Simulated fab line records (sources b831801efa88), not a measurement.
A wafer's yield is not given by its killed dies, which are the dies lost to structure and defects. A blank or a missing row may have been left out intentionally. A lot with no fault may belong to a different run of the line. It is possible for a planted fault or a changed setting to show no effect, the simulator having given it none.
Which of the tools did it?    flow sky130    Sampling: 12 lots, 36 wafers, 5 of 708 route steps

## WHAT THE GAUGES READ, wafer by wafer
SKY_FIELD_ISO_THK_MEAS_02. Usual: FIELD_ISO_OXIDATION_00_THK 11.85 nm, standard deviation 0.3.
lot   measured     on             FIELD_ISO_OXIDATION_00_THK (nm)  flag
L940  day 1 12:05  film_metro-03  12.05 12.06 11.92                
L941  day 1 18:24  film_metro-04  11.57 11.68 11.58                
L943  day 2 03:17  film_metro-03  11.68 11.67 11.71                
L944  day 2 09:44  film_metro-04  11.99 12.29 12.29                
L946  day 2 18:25  film_metro-03  12.08 11.97 11.86                
L948  day 3 04:16  film_metro-03  12.22 12.02 12.16                
L951  day 3 20:25  film_metro-01  12.26 12.07 12.17                
L952  day 4 00:42  film_metro-04  11.56 11.62 11.75                
L955  day 4 14:38  film_metro-01  11.98 12.19 12.03                
L958  day 5 05:49  film_metro-04  11.91 11.87 11.92                
L961  day 5 20:38  film_metro-03  11.91 11.85 11.87                
L963  day 6 06:39  film_metro-04  11.31 11.22 11.24                

SKY_VT_ADJUST_LVTN_OVL_MEAS_18. Usual: VT_ADJUST_LVTN_01_OVL 0.4 nm, standard deviation 1.1.
lot   measured      on          VT_ADJUST_LVTN_01_OVL (nm)  flag
L940  day 7 17:55   overlay-01  0.0 0.6 0.1                 
L941  day 8 01:28   overlay-02  0.4 0.9 -0.2                
L943  day 8 17:19   overlay-01  1.0 -0.1 1.8                
L944  day 9 00:16   overlay-02  -0.4 1.5 1.6                
L946  day 9 11:16   overlay-01  0.4 0.4 -0.7                
L948  day 10 01:34  overlay-02  -1.9 -0.9 -0.8              
L951  day 10 22:34  overlay-02  -1.8 0.3 -0.9               
L952  day 11 06:38  overlay-02  0.8 0.3 1.5                 
L955  day 11 23:28  overlay-01  1.4 1.3 2.4                 
L958  day 12 22:16  overlay-01  -0.8 -1.2 -0.8              
L961  day 13 16:37  overlay-02  -0.6 -1.0 -1.5              
L963  day 14 07:04  overlay-02  0.0 1.6 3.1                 

## EACH LOT AND THE TOOL THAT RAN IT (in order: tool; ch and the chambers of the sampled wafers; start)
lot   SKY_DNWELL_COAT_02                SKY_DNWELL_STRIP_08                  SKY_PWDE_STRIP_09
L940  litho_track-01 ch 0, day 2 21:04  plasma_asher-04 ch 0,1, day 3 04:28  plasma_asher-02 ch 0,1, day 3 20:54
L941  litho_track-02 ch 0, day 3 02:46  plasma_asher-03 ch 0,1, day 3 11:06  plasma_asher-04 ch 0,1, day 4 02:35
L943  litho_track-02 ch 0, day 3 13:56  plasma_asher-03 ch 0,1, day 3 21:56  plasma_asher-04 ch 0,1, day 4 15:17
L944  litho_track-02 ch 0, day 3 20:01  plasma_asher-04 ch 0,1, day 4 04:40  plasma_asher-04 ch 0,1, day 4 22:10
L946  litho_track-01 ch 0, day 4 04:49  plasma_asher-04 ch 0,1, day 4 13:31  plasma_asher-01 ch 0,1, day 5 06:55
L948  litho_track-01 ch 0, day 4 14:39  plasma_asher-02 ch 1, day 5 00:25    plasma_asher-04 ch 1, day 5 18:38
L951  litho_track-01 ch 0, day 5 06:22  plasma_asher-03 ch 0,1, day 5 16:04  plasma_asher-04 ch 1, day 6 11:23
L952  litho_track-03 ch 0, day 5 12:26  plasma_asher-03 ch 0,1, day 5 23:04  plasma_asher-04 ch 0,1, day 6 18:08
L955  litho_track-01 ch 0, day 6 02:12  plasma_asher-02 ch 0,1, day 6 12:37  plasma_asher-04 ch 0,1, day 7 07:24
L958  litho_track-03 ch 0, day 6 20:16  plasma_asher-02 ch 0,1, day 7 06:13  plasma_asher-02 ch 0,1, day 8 02:27
L961  litho_track-03 ch 0, day 7 11:25  plasma_asher-03 ch 0,1, day 7 21:46  plasma_asher-01 ch 0,1, day 8 18:27
L963  litho_track-02 ch 0, day 7 20:55  plasma_asher-03 ch 0,1, day 8 07:50  plasma_asher-04 ch 0,1, day 9 05:20
- SKY_DNWELL_COAT_02: resist thk 3000 nm.
- SKY_DNWELL_STRIP_08: strips in O2/N2.
- SKY_PWDE_STRIP_09: strips in O2/N2.

## WHAT THE TOOLS THEMSELVES READ (means of the sampled wafers that have a number; where no wafer has one, the mark that the record gives instead)
SKY_DNWELL_COAT_02. Usual: 2000.0 rpm for spin_speed_rpm, sd 1.2.
lot   tool            spin_speed_rpm (rpm)  flag
L940  litho_track-01  2000.6                
L941  litho_track-02  1999.4                
L943  litho_track-02  1999.3                
L944  litho_track-02  2000.1                
L946  litho_track-01  1998.8                
L948  litho_track-01  2379.4                OFF
L951  litho_track-01  2379.3                OFF
L952  litho_track-03  1998.5                
L955  litho_track-01  2381.0                OFF
L958  litho_track-03  2000.5                
L961  litho_track-03  2001.4                
L963  litho_track-02  2000.9                

SKY_DNWELL_STRIP_08. Usual: drypump_motor_current_A 5.5 A, standard deviation 0.34; oes_product_au 0.722 a.u., standard deviation 0.0044; strip_time_to_endpoint_s 36.90 s, standard deviation 0.098.
lot   tool             drypump_motor_current_A (A)  oes_product_au (a.u.)  strip_time_to_endpoint_s (s)  flag
L940  plasma_asher-04  5.2                          0.719                  36.69                         
L941  plasma_asher-03  5.4                          0.721                  36.86                         
L943  plasma_asher-03  5.3                          0.720                  36.88                         
L944  plasma_asher-04  5.5                          0.721                  37.00                         
L946  plasma_asher-04  5.4                          0.726                  36.92                         
L948  plasma_asher-02  6.0                          0.717                  34.06                         OFF
L951  plasma_asher-03  5.4                          0.720                  34.01                         OFF
L952  plasma_asher-03  5.3                          0.720                  36.85                         
L955  plasma_asher-02  5.6                          0.723                  33.98                         OFF
L958  plasma_asher-02  5.8                          0.721                  36.96                         
L961  plasma_asher-03  5.4                          0.723                  36.89                         
L963  plasma_asher-03  5.3                          0.726                  36.89                         

SKY_PWDE_STRIP_09. Usual: drypump_motor_current_A 5.6 A, standard deviation 0.45; oes_product_au 0.722 a.u., standard deviation 0.0049; strip_time_to_endpoint_s 36.90 s, standard deviation 0.086.
lot   tool             drypump_motor_current_A (A)  oes_product_au (a.u.)  strip_time_to_endpoint_s (s)  flag
L940  plasma_asher-02  5.8                          0.727                  36.90                         
L941  plasma_asher-04  5.2                          0.722                  36.94                         
L943  plasma_asher-04  5.5                          0.723                  36.89                         
L944  plasma_asher-04  5.2                          0.719                  36.98                         
L946  plasma_asher-01  6.1                          0.719                  36.95                         
L948  plasma_asher-04  5.7                          0.721                  36.99                         
L951  plasma_asher-04  5.7                          0.726                  36.90                         
L952  plasma_asher-04  5.2                          0.723                  36.94                         
L955  plasma_asher-04  5.2                          0.719                  36.88                         
L958  plasma_asher-02  5.8                          0.720                  36.97                         
L961  plasma_asher-01  6.1                          0.725                  36.92                         
L963  plasma_asher-04  5.3                          0.725                  36.80                         

## THE ANSWER, worked out from the rows above alone
Rule: take the mean of a lot's wafers that have a number; if it is more than 3 standard deviations from the usual mean, the lot is off. A lot without any number at a reading at which 4 lots or more have one is off too. The other lots that the step has rows for count as sound. Order of review: gauges by route order, followed by the tools' own readings, for which a lot's mean as printed above is used. At the first step where some lot is off, the reading lying furthest off is the one used; lots without a number count as furthest.
Off, at SKY_DNWELL_COAT_02 on spin_speed_rpm: L948, L951, L955.
If a tool, at that step or one of the process steps before it, ran each lot that is off and ran no sound lot following the first of them, it fits. One fits: SKY_DNWELL_COAT_02 on litho_track-01. A fault onset in the window from L946 (day 4 04:49, its last sound lot) to L948 (day 4 14:39, its first lot off) fits.
The tool's own readings at SKY_DNWELL_COAT_02 bear it out: on the lots that are off they differ by more than 5 times the standard deviation of the sound lots' means. spin_speed_rpm reads 2379.9 rpm there against 1999.9 rpm on the sound lots.

## WHAT THE SIMULATOR PUT IN
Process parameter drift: litho_track-01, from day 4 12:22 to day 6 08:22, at SKY_DNWELL_COAT_02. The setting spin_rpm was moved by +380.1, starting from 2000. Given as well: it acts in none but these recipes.
Shown lots that were struck: L948, L951, L955. This agrees with what the rule above found.
